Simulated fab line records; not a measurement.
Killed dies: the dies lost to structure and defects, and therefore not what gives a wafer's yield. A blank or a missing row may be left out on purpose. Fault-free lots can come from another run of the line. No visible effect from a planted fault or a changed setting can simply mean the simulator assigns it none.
A struck lot beside a sound one -- flow gf180mcu -- 14 out of 602 route steps
Sound: these wafers, L273.3, L273.4, L273.5. Struck: wafers L282.1, L282.2, L282.3. Last of all comes the cause.
Order at every step that has rows: each side's tool, ch and its chambers, its first start. Under that, the readings that differ: sound wafers -- struck wafers -- difference of the means -- sigmas: that difference in standard deviations of wafers without a fault.
alike: a reading whose means differ by less than 2 such deviations, as well as words and numbers matching on both sides. not compared: withheld readings; readings where some wafer has no value; bounds like >300 that might hide an equal value; numbers whose values overlap and for which the record gives no deviation.
The two part at a step that has a row with sigmas, a row that says differs or no value, or rows on one side only. Numbers that have no deviation but don't overlap get no sigmas and don't part them. A reading missing from all wafers of one side parts the sides only when that side holds two or more wafers.

GF_M3_SPUTTER_00: material Ti, target thk 37.5 nm, time 150 s.
  struck on pvd sputter-02, day 24 17:17; sound on pvd sputter-04, day 21 02:22
  alike: throttle valve pct
GF_M3_SPUTTER_01: material TiN, target thk 30 nm, time 25 s.
  struck on pvd sputter-02, day 24 17:23; sound on pvd sputter-04, day 21 02:28
  alike: throttle valve pct
GF_M3_SPUTTER_02: material AlCu, target thk 450 nm, time 23.9 s.
  struck on pvd sputter-02, day 24 17:25; sound on pvd sputter-04, day 21 02:30
  alike: throttle valve pct
GF_M3_SPUTTER_03: material Ti, target thk 10 nm, time 6.7 s.
  struck on pvd sputter-02, day 24 17:27; sound on pvd sputter-04, day 21 02:32
  alike: throttle valve pct
GF_M3_SPUTTER_04: material TiN, target thk 50 nm, time 41.7 s.
  struck on pvd sputter-02, day 24 17:28; sound on pvd sputter-04, day 21 02:33
  alike: throttle valve pct
GF_M3_RS_MEAS_05: measures by four-point-probe.
  struck on film metro-02, day 24 17:31; sound on film metro-03, day 21 02:38
  alike: M3_ALCU_RS
GF_M3_THK_MEAS_06: measures by xrf.
  struck on film metro-02, day 24 17:38; sound on film metro-03, day 21 02:44
  alike: M3_ALCU_THK
then, 5 steps without rows for these wafers: GF_M3_DEHYDRATE_07 (time 60 s); GF_M3_HMDS_08 (prime time 60 s); GF_M3_COAT_09 (resist thk 1000 nm); GF_M3_SOFTBAKE_10 (time 60 s); GF_M3_EXPOSE_11 (exposes mask Metal3, target cd 280 nm).
GF_M3_PEB_12: peb time 90 s.
  struck on litho track-04, day 25 13:54; sound on litho track-02 ch 0, day 22 02:10
  no value came back on the struck wafers for chill plate temp C (C), exhaust pa (Pa); on the sound wafers chill plate temp C (C) reads 23.05 23.02 22.95
then, 1 step without rows for these wafers: GF_M3_DEVELOP_13 (develop time 60 s).

== WHERE THEY PART ==
GF_M3_PEB_12 only, going by this record.

WHY: what had been put in by the simulator
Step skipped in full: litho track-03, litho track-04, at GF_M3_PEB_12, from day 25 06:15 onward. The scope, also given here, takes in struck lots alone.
